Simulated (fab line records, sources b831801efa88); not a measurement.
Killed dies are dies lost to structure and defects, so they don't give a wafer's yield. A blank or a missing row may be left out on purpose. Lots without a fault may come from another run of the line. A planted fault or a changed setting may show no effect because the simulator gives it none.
Problem report in the 8D (eight disciplines) form, filled by code | flow sky130 | the parts of the form that need people (team, actions taken, sign-off) are left out

1. THE PROBLEM
POLY_GATE_CVD_00_THK at SKY_POLY_GATE_THK_MEAS_01 reads a mean of 311.5 nm on 3 wafers of 1 lot; wafers without a fault read 179.8 nm with a standard deviation of 1.6. That is +82 standard deviations from the usual mean.
First seen on wafer L744.2, day 21 19:22, on film_metro-03. The record holds 39 wafers of 13 lots with a number at this step. Rule for "out", or "out of limits": more than 4 standard deviations from the usual mean. The other wafers with a number count as sound.

2. WHAT IT IS AND WHAT IT IS NOT
question                    | is                     | is not
which readings at this step | POLY_GATE_CVD_00_THK   | -
which lots                  | L744                   | L722, L723, L725, L727, L728, L729, L731, L732, L733, L735, L737, L745
which wafers of those lots  | all that have a number | -
read on which gauges        | film_metro-03          | film_metro-01, film_metro-04
when                        | from day 21 19:22      | up to then (33 sound wafers); but 3 sound wafers of L745 came after

3. SUSPECTS, AND WHAT RULES EACH OUT
Counting: a tool at a process step up to the reading stays a suspect if it ran every lot that is out and no sound lot after the first of them.
- the gauge at SKY_POLY_GATE_THK_MEAS_01: kept. All the wafers that are out were read on film_metro-03, and no step on other tools shows them out.
- lpcvd-01 at SKY_POLY_GATE_CVD_00 (deposits poly-Si, target thk 180 nm, time 720 s): ruled out as a lasting fault. Sound lots L745 ran on it after its first lot that is out, L744 (day 21 17:33).
Left after counting: film_metro-03 at SKY_POLY_GATE_THK_MEAS_01.

4. THE CAUSE (what the simulator had put in)
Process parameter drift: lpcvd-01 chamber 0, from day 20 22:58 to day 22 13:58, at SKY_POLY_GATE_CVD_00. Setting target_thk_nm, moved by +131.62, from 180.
Counting ruled it out, wrongly: the rule takes a fault to strike every lot that its tool runs from its start on, and this one did not.

5. THE CHAIN OF EFFECTS, in route order
Each row: a reading whose mean over the struck wafers that have a number lies more than 3 standard deviations from the usual. Only readings for which the record gives a usual standard deviation are gone through. hours: the time from each lot's start at the first step in this table that gives one to its start at this step, as a median over the lots. sigmas: the change in usual standard deviations.
hours | step                      | reading              | usual    | on struck wafers | change | sigmas
0     | SKY_POLY_GATE_THK_MEAS_01 | POLY_GATE_CVD_00_THK | 179.8 nm | 311.5            | +131.7 | +82
Later measuring or inspecting steps at which every struck wafer that the step has a row for has a number for every such reading, and none has moved that far: SKY_SD_P_OVL_MEAS_08.

6. WHAT WOULD HAVE CAUGHT IT SOONER
In this record the first reading out of limits at a measuring or inspecting step was taken at day 21 19:22, 20 hours after the fault began at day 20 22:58.
Of the tool readings at SKY_POLY_GATE_CVD_00 for which the record gives a usual standard deviation, none was out on any struck wafer, so an alarm limit of 4 standard deviations on them would not have fired.
